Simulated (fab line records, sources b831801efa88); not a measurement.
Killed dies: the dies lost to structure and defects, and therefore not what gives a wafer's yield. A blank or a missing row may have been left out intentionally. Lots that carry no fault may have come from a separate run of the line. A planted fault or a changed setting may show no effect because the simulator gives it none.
fab line records	flow gf180mcu	part 1 of 2: steps 1 to 26 of 37
record lots=5	wafers=15	last_day=34
route steps=602 shown NSD@242 PSD@248 SAB@264 SALICIDE@278
lots untouched by any fault: they come from a run of this same line in which no faults occurred
start_h: hours from the record's opening day to when the first of the lot's shown wafers began	wait_h: hours since the lot's step before	" as in the row above	L1.1+2: several wafers, shown together as one row	- no value, or no start given	* or withheld: withheld	< > ~ a bound
route shown NAME@n: NAME is a module with steps in the file, n the number in the route of the first one	usual: average and standard deviation across the fault-free wafers	same: alike in all rows	chamber/n: place in a boat	sites: the reading at each site	_std_site: how widely they spread, as a standard deviation	_edge_site: inner sites' mean taken away from outer sites' mean	radius_mm: for every site, how far away it sits from the centre of the wafer	mask NAME#n: copy n	behind: the tool/chamber that last shaped the wafer	hold: why the lot was held/for how many hours/how that ended	device: which transistor (n, p or np) failed to switch	end of line: tests run on the same wafers once the route is complete	a step given without rows: its recipe and nothing more	killed: dies lost to structure and defects at the first sort, not the wafer's yield	map: per-die view of a wafer (x killed, . not killed, _ where there is no die)
set.NAME: the run value of the setting; set.NAME@STEP: its run value at that earlier step	model.NAME: the simulator's own value behind a step, which no gauge read
a table for each step, a row for each wafer; lots at some steps of the route
services: a tool's chamber out of use, with start hour (start_h, from the record's first day; less than 0 if before it), hours out, and reason
## steps
# step GF_NSD_CD_MEAS_07
# recipe target_cd_nm=400
# usual cd_nm=401.1/2.2
lot.wafer	tool	chamber	start_h	wait_h	cd_nm
L074.1	cd_sem-02	-	296.85	0.1	399.6
L074.2	"	-	"	"	400.6
L074.3	"	-	"	"	401.2
L088.3	cd_sem-02	-	417.90	0.1	399.8
L088.4	"	-	"	"	401.0
L088.6	"	-	"	"	400.9
L092.2	cd_sem-01	-	447.87	0.1	400.8
L092.4	"	-	"	"	398.8
L092.6	"	-	"	"	400.1
L093.3	cd_sem-01	-	460.39	0.1	402.0
L093.5	"	-	"	"	401.1
L093.6	"	-	"	"	400.2
L094.1	cd_sem-01	-	466.80	0.1	399.8
L094.3	"	-	"	"	399.2
L094.5	"	-	"	"	399.0
# step GF_NSD_OVL_MEAS_08
# usual NSD_OVL=0.5/1.1
lot.wafer	tool	chamber	start_h	wait_h	NSD_OVL[nm]
L074.1	overlay-02	-	296.97	0.1	0.0
L074.2	"	-	"	"	-0.7
L074.3	"	-	"	"	-0.1
L088.3	overlay-01	-	417.99	0.1	1.7
L088.4	"	-	"	"	0.4
L088.6	"	-	"	"	0.1
L092.2	overlay-01	-	447.98	0.1	1.6
L092.4	"	-	"	"	0.4
L092.6	"	-	"	"	0.8
L093.3	overlay-01	-	460.48	0.1	1.4
L093.5	"	-	"	"	0.9
L093.6	"	-	"	"	-2.0
L094.1	overlay-02	-	466.92	0.1	-0.8
L094.3	"	-	"	"	-0.2
L094.5	"	-	"	"	0.4
# step GF_NSD_IMPLANT_09
# recipe species=As	energy_kev=60	dose_cm2=4e+15	tilt_deg=7
# usual beam_on_s=19.1/1.9
lot.wafer	tool	chamber	start_h	wait_h	beam_on_s
L074.1	implanter-03	0	297.01	0.0	22.7
L074.2	"	0	"	"	22.5
L074.3	"	0	"	"	21.6
L088.3	implanter-01	0	418.06	0.1	18.0
L088.4	"	0	"	"	17.6
L088.6	"	0	"	"	18.3
L092.2	implanter-03	0	448.03	0.0	22.1
L092.4	"	0	"	"	22.1
L092.6	"	0	"	"	22.5
L093.3	implanter-02	0	460.56	0.1	17.4
L093.5	"	0	"	"	18.0
L093.6	"	0	"	"	17.7
L094.1	implanter-01	0	466.96	0.0	18.3
L094.3	"	0	"	"	18.3
L094.5	"	0	"	"	18.0
# step GF_NSD_IMPLANT_10
# recipe species=P	energy_kev=40	dose_cm2=5e+14	tilt_deg=7
# usual beam_on_s=10.03/0.19
lot.wafer	tool	chamber	start_h	wait_h	beam_on_s
L074.1	implanter-03	0	297.16	0.1	10.28
L074.2	"	0	"	"	9.94
L074.3	"	0	"	"	10.23
L088.3	implanter-01	0	418.21	0.1	9.86
L088.4	"	0	"	"	10.48
L088.6	"	0	"	"	10.28
L092.2	implanter-03	0	448.18	0.1	10.40
L092.4	"	0	"	"	9.49
L092.6	"	0	"	"	9.90
L093.3	implanter-02	0	460.71	0.1	9.93
L093.5	"	0	"	"	10.32
L093.6	"	0	"	"	9.97
L094.1	implanter-01	0	467.11	0.1	10.14
L094.3	"	0	"	"	10.24
L094.5	"	0	"	"	9.60
# step GF_NSD_STRIP_11
# recipe chemistry=O2/N2	power_w=1400	pressure_mtorr=1500	platen_temp_c=250	o2_flow_sccm=3000	n2_flow_sccm=300	overash_fraction=0.5
# usual drypump_motor_current_A=5.9/0.58	heater_power_w=325/39	n2_flow_sccm=300.1/0.98	oes_product_au=0.486/0.0046	platen_temp_c=250.00/0.17	strip_time_to_endpoint_s=22.95/0.037
lot.wafer	tool	chamber	start_h	wait_h	drypump_motor_current_A	heater_power_w	n2_flow_sccm	oes_product_au	platen_temp_c	rf_hours_counter_h	strip_time_to_endpoint_s
L074.1	plasma_asher-02	1	297.31	0.1	6.0	346	299.3	0.483	249.95	68	22.87
L074.2	"	0	"	"	5.8	302	301.1	0.488	249.63	68	22.86
L074.3	"	0	"	"	5.8	296	299.0	0.484	249.91	-	22.90
L088.3	plasma_asher-03	0	418.34	0.1	6.1	249	299.2	0.481	250.30	-	23.00
L088.4	"	1	"	"	6.7	398	301.2	0.483	249.57	-	22.96
L088.6	"	0	"	"	6.1	248	299.7	0.488	250.00	-	23.01
L092.2	plasma_asher-03	0	448.31	0.1	6.1	246	300.3	0.482	249.96	66	22.93
L092.4	"	0	"	"	6.1	246	299.5	0.486	249.82	-	22.95
L092.6	"	0	"	"	6.1	244	299.9	0.485	250.14	-	22.93
L093.3	plasma_asher-04	0	460.84	0.1	5.0	320	300.4	0.489	249.96	-	22.96
L093.5	"	0	"	"	5.0	314	300.8	0.483	250.05	-	22.95
L093.6	"	1	"	"	6.2	332	301.2	0.486	249.84	-	22.94
L094.1	plasma_asher-02	0	467.26	0.1	5.8	311	301.4	0.483	250.23	4	22.89
L094.3	"	1	"	"	6.0	334	301.2	0.472	249.95	-	22.93
L094.5	"	1	"	"	6.0	330	300.2	0.486	249.84	-	22.89
# step GF_NSD_TW_MEAS_12
# usual NSD_TW=4245/29
lot.wafer	tool	chamber	start_h	wait_h	NSD_TW
L074.1	film_metro-03	-	297.41	0.1	4211
L074.2	"	-	"	"	4211
L074.3	"	-	"	"	4213
L088.3	film_metro-01	-	418.43	0.1	4252
L088.4	"	-	"	"	4269
L088.6	"	-	"	"	4269
L092.2	film_metro-01	-	448.42	0.1	4246
L092.4	"	-	"	"	4270
L092.6	"	-	"	"	4236
L093.3	film_metro-01	-	460.93	0.1	4271
L093.5	"	-	"	"	4274
L093.6	"	-	"	"	4275
L094.1	film_metro-03	-	467.36	0.1	4229
L094.3	"	-	"	"	4239
L094.5	"	-	"	"	4247
# step GF_PSD_DEHYDRATE_00
# recipe temp_c=200	time_s=60
# usual heater_power_total_W=160.38/0.12
lot.wafer	tool	chamber	start_h	wait_h	heater_power_total_W
L074.1	litho_track-04	0	306.84	9.4	160.18
L074.2	"	0	"	"	160.35
L074.3	"	0	"	"	160.34
L088.3	litho_track-03	0	430.25	11.8	160.40
L088.4	"	0	"	"	160.28
L088.6	"	0	"	"	160.33
L092.2	litho_track-03	0	460.38	11.9	160.52
L092.4	"	0	"	"	160.50
L092.6	"	0	"	"	160.44
L093.3	litho_track-03	0	472.10	11.2	160.55
L093.5	"	0	"	"	160.61
L093.6	"	0	"	"	160.42
L094.1	litho_track-04	0	479.03	11.7	160.19
L094.3	"	0	"	"	160.52
L094.5	"	0	"	"	160.22
# step GF_PSD_HMDS_01
# recipe prime_time_s=60	prime_temp_c=120
lot.wafer	tool	chamber	start_h	wait_h
L074.1+2+3	litho_track-04	0	306.99	0.1
L088.3+4+6	litho_track-03	0	430.40	0.1
L092.2+4+6	litho_track-03	0	460.53	0.1
L093.3+5+6	litho_track-03	0	472.25	0.1
L094.1+3+5	litho_track-04	0	479.18	0.1
# step GF_PSD_COAT_02
# recipe resist=NOVOLAK	spin_rpm=2970	resist_thk_nm=1000
# usual dispense_pressure_kPa=51/6.1	spin_speed_rpm=2970.2/1.9
lot.wafer	tool	chamber	start_h	wait_h	dispense_pressure_kPa	spin_speed_rpm
L074.1	litho_track-04	0	307.14	0.1	43	2971.2
L074.2	"	0	"	"	43	2970.7
L074.3	"	0	"	"	43	2969.5
L088.3	litho_track-03	0	430.55	0.1	56	2968.3
L088.4	"	0	"	"	56	2969.5
L088.6	"	0	"	"	56	2969.1
L092.2	litho_track-03	0	460.68	0.1	56	2969.4
L092.4	"	0	"	"	56	2965.7
L092.6	"	0	"	"	56	2971.2
L093.3	litho_track-03	0	472.40	0.1	56	2969.4
L093.5	"	0	"	"	56	2973.9
L093.6	"	0	"	"	56	2973.1
L094.1	litho_track-04	0	479.33	0.1	43	2969.6
L094.3	"	0	"	"	43	2970.6
L094.5	"	0	"	"	43	2969.9
# step GF_PSD_SOFTBAKE_03
# recipe temp_c=90	time_s=60	resist=NOVOLAK
# usual heater_power_total_W=56.60/0.046
lot.wafer	tool	chamber	start_h	wait_h	heater_power_total_W
L074.1	litho_track-04	0	307.29	0.1	56.50
L074.2	"	0	"	"	56.60
L074.3	"	0	"	"	56.56
L088.3	litho_track-03	0	430.70	0.1	56.62
L088.4	"	0	"	"	56.67
L088.6	"	0	"	"	56.55
L092.2	litho_track-03	0	460.83	0.1	56.59
L092.4	"	0	"	"	56.57
L092.6	"	0	"	"	56.54
L093.3	litho_track-03	0	472.55	0.1	56.56
L093.5	"	0	"	"	56.61
L093.6	"	0	"	"	56.63
L094.1	litho_track-04	0	479.48	0.1	56.61
L094.3	"	0	"	"	56.61
L094.5	"	0	"	"	56.66
# step GF_PSD_EXPOSE_04
# recipe mask_id=Pplus	target_cd_nm=400	na=0.6	source_shape=conventional	sigma_outer=0.6	dose_mj=140
# usual focus_offset_nm=0.0/0.49
lot.wafer	tool	chamber	start_h	wait_h	mask	focus_offset_nm
L074.1	iline_stepper-01	0	-	-	Pplus#0	1.0
L074.2	"	0	"	"	Pplus#0	0.2
L074.3	"	0	"	"	Pplus#0	0.3
L088.3	iline_stepper-02	0	-	-	Pplus#0	0.5
L088.4	"	0	"	"	Pplus#0	0.1
L088.6	"	0	"	"	Pplus#0	0.1
L092.2	iline_stepper-02	0	-	-	Pplus#0	0.4
L092.4	"	0	"	"	Pplus#0	-0.5
L092.6	"	0	"	"	Pplus#0	0.5
L093.3	iline_stepper-01	0	-	-	Pplus#0	-0.1
L093.5	"	0	"	"	Pplus#0	-0.4
L093.6	"	0	"	"	Pplus#0	-0.4
L094.1	iline_stepper-01	0	-	-	Pplus#0	0.6
L094.3	"	0	"	"	Pplus#0	1.1
L094.5	"	0	"	"	Pplus#0	0.4
# step GF_PSD_PEB_05
# recipe temp_c=withheld	time_s=*	resist=NOVOLAK
lot.wafer	tool	chamber	start_h	wait_h
L074.1+2+3	litho_track-02	0	-	-
L088.3+4+6	litho_track-03	0	-	-
L092.2+4+6	litho_track-04	0	-	-
L093.3+5+6	litho_track-04	0	-	-
L094.1+3+5	litho_track-03	0	-	-
# step GF_PSD_DEVELOP_06
# recipe develop_time_s=60	dev_temp_c=23
lot.wafer	tool	chamber	start_h	wait_h
L074.1+2+3	litho_track-02	0	317.71	0.1
L088.3+4+6	litho_track-03	0	442.55	0.1
L092.2+4+6	litho_track-04	0	472.26	0.1
L093.3+5+6	litho_track-04	0	484.78	0.1
L094.1+3+5	litho_track-03	0	491.75	0.1
# step GF_PSD_CD_MEAS_07
# recipe target_cd_nm=400
# usual cd_nm=400.0/1.8
lot.wafer	tool	chamber	start_h	wait_h	cd_nm
L074.1	cd_sem-02	-	317.86	0.1	399.2
L074.2	"	-	"	"	399.0
L074.3	"	-	"	"	400.4
L088.3	cd_sem-01	-	442.69	0.1	399.4
L088.4	"	-	"	"	398.3
L088.6	"	-	"	"	399.2
L092.2	cd_sem-01	-	472.40	0.1	401.2
L092.4	"	-	"	"	403.2
L092.6	"	-	"	"	402.8
L093.3	cd_sem-01	-	484.92	0.1	397.7
L093.5	"	-	"	"	398.7
L093.6	"	-	"	"	398.4
L094.1	cd_sem-02	-	491.90	0.1	398.8
L094.3	"	-	"	"	400.0
L094.5	"	-	"	"	401.3
# step GF_PSD_OVL_MEAS_08
# usual PSD_OVL=-0.4/1.3
lot.wafer	tool	chamber	start_h	wait_h	PSD_OVL[nm]
L074.1	overlay-02	-	317.98	0.1	0.1
L074.2	"	-	"	"	1.1
L074.3	"	-	"	"	0.9
L088.3	overlay-01	-	442.78	0.1	1.1
L088.4	"	-	"	"	-0.4
L088.6	"	-	"	"	2.1
L092.2	overlay-02	-	472.51	0.1	0.4
L092.4	"	-	"	"	-1.0
L092.6	"	-	"	"	-0.1
L093.3	overlay-01	-	485.02	0.1	-0.9
L093.5	"	-	"	"	0.3
L093.6	"	-	"	"	-0.8
L094.1	overlay-02	-	492.02	0.1	-0.7
L094.3	"	-	"	"	0.2
L094.5	"	-	"	"	-3.3
# step GF_PSD_IMPLANT_09
# recipe species=BF2	energy_kev=40	dose_cm2=1.5e+15	tilt_deg=7
# usual beam_on_s=10.02/0.2
lot.wafer	tool	chamber	start_h	wait_h	beam_on_s
L074.1	implanter-03	0	318.01	0.0	9.75
L074.2	"	0	"	"	10.13
L074.3	"	0	"	"	10.18
L088.3	implanter-03	0	442.86	0.1	10.26
L088.4	"	0	"	"	9.85
L088.6	"	0	"	"	10.13
L092.2	implanter-03	0	472.57	0.0	10.10
L092.4	"	0	"	"	10.08
L092.6	"	0	"	"	9.94
L093.3	implanter-04	0	485.09	0.1	9.71
L093.5	"	0	"	"	10.17
L093.6	"	0	"	"	9.91
L094.1	implanter-04	0	492.06	0.0	10.18
L094.3	"	0	"	"	9.65
L094.5	"	0	"	"	10.21
# step GF_PSD_STRIP_10
# recipe chemistry=O2/N2	power_w=1400	pressure_mtorr=1500	platen_temp_c=250	o2_flow_sccm=3000	n2_flow_sccm=300	overash_fraction=0.5
# usual drypump_motor_current_A=5.8/0.39	heater_power_w=320/13	n2_flow_sccm=299.9/1	oes_product_au=0.592/0.0044	platen_temp_c=250.02/0.22	strip_time_to_endpoint_s=16.59/0.042
lot.wafer	tool	chamber	start_h	wait_h	drypump_motor_current_A	heater_power_w	n2_flow_sccm	oes_product_au	platen_temp_c	rf_hours_counter_h	strip_time_to_endpoint_s
L074.1	plasma_asher-02	0	318.16	0.1	5.8	304	299.4	0.592	250.13	70	16.66
L074.2	"	1	"	"	6.0	344	301.2	0.588	250.05	70	16.62
L074.3	"	1	"	"	6.0	332	299.9	0.590	250.28	-	16.64
L088.3	plasma_asher-01	0	442.99	0.1	5.4	322	300.2	0.596	250.15	-	16.54
L088.4	"	1	"	"	6.1	298	298.5	0.587	249.99	-	16.55
L088.6	"	1	"	"	6.1	312	299.8	0.586	249.81	-	16.51
L092.2	plasma_asher-01	0	472.69	0.1	5.4	317	299.4	0.587	249.96	36	16.52
L092.4	"	1	"	"	6.1	308	299.7	0.604	249.77	-	16.52
L092.6	"	1	"	"	6.1	297	300.1	0.591	249.98	-	16.56
L093.3	plasma_asher-01	1	485.22	0.1	6.1	309	299.6	0.594	250.35	-	16.56
L093.5	"	1	"	"	6.1	303	300.3	0.597	250.07	-	16.61
L093.6	"	0	"	"	5.4	328	300.6	0.584	249.98	-	16.57
L094.1	plasma_asher-01	0	492.21	0.1	5.4	324	297.8	0.595	250.23	37	16.64
L094.3	"	0	"	"	5.4	317	299.0	0.590	250.26	-	16.58
L094.5	"	0	"	"	5.4	327	299.2	0.590	250.42	-	16.63
# step GF_PSD_TW_MEAS_11
# usual PSD_TW=3171/19
lot.wafer	tool	chamber	start_h	wait_h	PSD_TW
L074.1	film_metro-03	-	318.26	0.1	3201
L074.2	"	-	"	"	3198
L074.3	"	-	"	"	3188
L088.3	film_metro-01	-	443.08	0.1	3178
L088.4	"	-	"	"	3180
L088.6	"	-	"	"	3175
L092.2	film_metro-03	-	472.80	0.1	3165
L092.4	"	-	"	"	3180
L092.6	"	-	"	"	3177
L093.3	film_metro-01	-	485.31	0.1	3214
L093.5	"	-	"	"	3210
L093.6	"	-	"	"	3210
L094.1	film_metro-04	-	492.31	0.1	3162
L094.3	"	-	"	"	3146
L094.5	"	-	"	"	3133
# step GF_PSD_CLEAN_12
# recipe chemistry=SC1/SC2	mix=1:4:20	temp_c=70	time_s=150	dry=n2_spin
lot.wafer	tool	chamber	start_h	wait_h
L074.1+2+3	wet_bench-02	1	318.32	0.1
L088.3+4+6	wet_bench-04	0	443.12	0.0
L092.2+4+6	wet_bench-02	0	472.85	0.0
L093.3+5+6	wet_bench-01	1	485.35	0.0
L094.1+3+5	wet_bench-01	2	492.37	0.1
# step GF_PSD_RTA_13
# recipe temp_c=1025	time_s=20	ambient=N2
# usual lamp_power_pct=35.9/2.5	wafer_temp_C_max=1029.7/0.96
lot.wafer	tool	chamber	start_h	wait_h	lamp_power_pct	wafer_temp_C_max
L074.1	rtp_anneal-02	0	318.38	0.0	37.9	1029.3
L074.2	"	0	"	"	37.9	1029.0
L074.3	"	0	"	"	38.0	1029.0
L088.3	rtp_anneal-02	0	443.20	0.0	37.9	1029.3
L088.4	"	0	"	"	37.9	1027.7
L088.6	"	0	"	"	37.9	1027.6
L092.2	rtp_anneal-02	0	472.91	0.0	37.9	1028.6
L092.4	"	0	"	"	37.8	1030.7
L092.6	"	0	"	"	38.0	1030.1
L093.3	rtp_anneal-02	0	485.43	0.0	37.9	1028.4
L093.5	"	0	"	"	37.9	1028.5
L093.6	"	0	"	"	37.9	1029.1
L094.1	rtp_anneal-01	0	492.42	0.0	32.7	1032.8
L094.3	"	0	"	"	32.6	1030.7
L094.5	"	0	"	"	32.6	1030.2
# step GF_PSD_RS_MEAS_14
# recipe thk_meas_gauge=four-point-probe
# usual NSD_RS=46.11/0.081
lot.wafer	tool	chamber	start_h	wait_h	NSD_RS[ohm/sq]
L074.1	film_metro-04	-	318.46	0.1	46.03
L074.2	"	-	"	"	46.08
L074.3	"	-	"	"	46.16
L088.3	film_metro-01	-	443.29	0.1	46.15
L088.4	"	-	"	"	46.24
L088.6	"	-	"	"	46.14
L092.2	film_metro-03	-	473.00	0.1	46.15
L092.4	"	-	"	"	46.09
L092.6	"	-	"	"	46.08
L093.3	film_metro-03	-	485.52	0.1	46.01
L093.5	"	-	"	"	46.05
L093.6	"	-	"	"	46.00
L094.1	film_metro-03	-	492.50	0.1	46.04
L094.3	"	-	"	"	45.97
L094.5	"	-	"	"	46.06
# step GF_PSD_RS_MEAS_15
# recipe thk_meas_gauge=four-point-probe
# usual PSD_RS=108.52/0.3
lot.wafer	tool	chamber	start_h	wait_h	PSD_RS[ohm/sq]
L074.1	film_metro-04	-	318.58	0.1	108.47
L074.2	"	-	"	"	107.93
L074.3	"	-	"	"	108.46
L088.3	film_metro-01	-	443.41	0.1	108.98
L088.4	"	-	"	"	108.73
L088.6	"	-	"	"	108.76
L092.2	film_metro-03	-	473.12	0.1	108.52
L092.4	"	-	"	"	108.98
L092.6	"	-	"	"	108.77
L093.3	film_metro-03	-	485.64	0.1	108.28
L093.5	"	-	"	"	108.24
L093.6	"	-	"	"	107.94
L094.1	film_metro-03	-	492.62	0.1	108.09
L094.3	"	-	"	"	108.06
L094.5	"	-	"	"	108.39
# step GF_SAB_CVD_00
# recipe material=SiO2	target_thk_nm=50	precursor=TEOS	temp_c=400	time_s=4.9302	rf_w=600
# usual heater_power_outer_w=317/61	heater_power_w=574/98	rf_fwd_power_W=589.2/3
lot.wafer	tool	chamber	start_h	wait_h	heater_power_outer_w	heater_power_w	rf_fwd_power_W
L074.1	pecvd-02	0	318.70	0.1	289	529	591.7
L074.2	"	2	"	"	356	630	586.2
L074.3	"	1	"	"	203	377	591.3
L088.3	pecvd-04	2	443.49	0.1	211	420	591.7
L088.4	"	2	"	"	212	432	589.7
L088.6	"	0	"	"	349	609	587.4
L092.2	pecvd-01	1	473.22	0.1	277	497	596.4
L092.4	"	1	"	"	277	494	592.4
L092.6	"	0	"	"	348	662	582.8
L093.3	pecvd-01	2	485.72	0.1	280	573	593.1
L093.5	"	0	"	"	452	808	587.1
L093.6	"	2	"	"	285	576	593.2
L094.1	pecvd-04	1	492.74	0.1	344	562	586.6
L094.3	"	2	"	"	211	427	591.5
L094.5	"	0	"	"	348	611	584.4
# step GF_SAB_THK_MEAS_01
# recipe reads=SiO2_of_SAB_CVD_00
# usual SAB_CVD_00_THK=49.9/0.72
lot.wafer	tool	chamber	start_h	wait_h	SAB_CVD_00_THK[nm]
L074.1	film_metro-03	-	318.72	0.0	49.3
L074.2	"	-	"	"	49.4
L074.3	"	-	"	"	48.7
L088.3	film_metro-04	-	443.53	0.0	49.3
L088.4	"	-	"	"	50.5
L088.6	"	-	"	"	49.3
L092.2	film_metro-03	-	473.25	0.0	49.4
L092.4	"	-	"	"	50.0
L092.6	"	-	"	"	51.4
L093.3	film_metro-02	-	485.76	0.0	49.3
L093.5	"	-	"	"	50.6
L093.6	"	-	"	"	50.6
L094.1	film_metro-04	-	492.76	0.0	49.4
L094.3	"	-	"	"	49.3
L094.5	"	-	"	"	49.8
# step GF_SAB_DEHYDRATE_02
# recipe temp_c=200	time_s=60
# usual heater_power_total_W=160.37/0.12
lot.wafer	tool	chamber	start_h	wait_h	heater_power_total_W
L074.1	litho_track-01	0	328.62	9.9	160.35
L074.2	"	0	"	"	160.57
L074.3	"	0	"	"	160.15
L088.3	litho_track-03	0	455.35	11.8	160.53
L088.4	"	0	"	"	160.19
L088.6	"	0	"	"	160.62
L092.2	litho_track-04	0	484.91	11.6	160.32
L092.4	"	0	"	"	160.51
L092.6	"	0	"	"	160.38
L093.3	litho_track-03	0	496.90	11.1	160.24
L093.5	"	0	"	"	160.58
L093.6	"	0	"	"	160.39
L094.1	litho_track-04	0	503.73	11.0	160.36
L094.3	"	0	"	"	160.32
L094.5	"	0	"	"	160.33
# step GF_SAB_HMDS_03
# recipe prime_time_s=60	prime_temp_c=120
lot.wafer	tool	chamber	start_h	wait_h
L074.1+2+3	litho_track-01	0	328.77	0.1
L088.3+4+6	litho_track-03	0	455.50	0.1
L092.2+4+6	litho_track-04	0	485.06	0.1
L093.3+5+6	litho_track-03	0	497.05	0.1
L094.1+3+5	litho_track-04	0	503.88	0.1
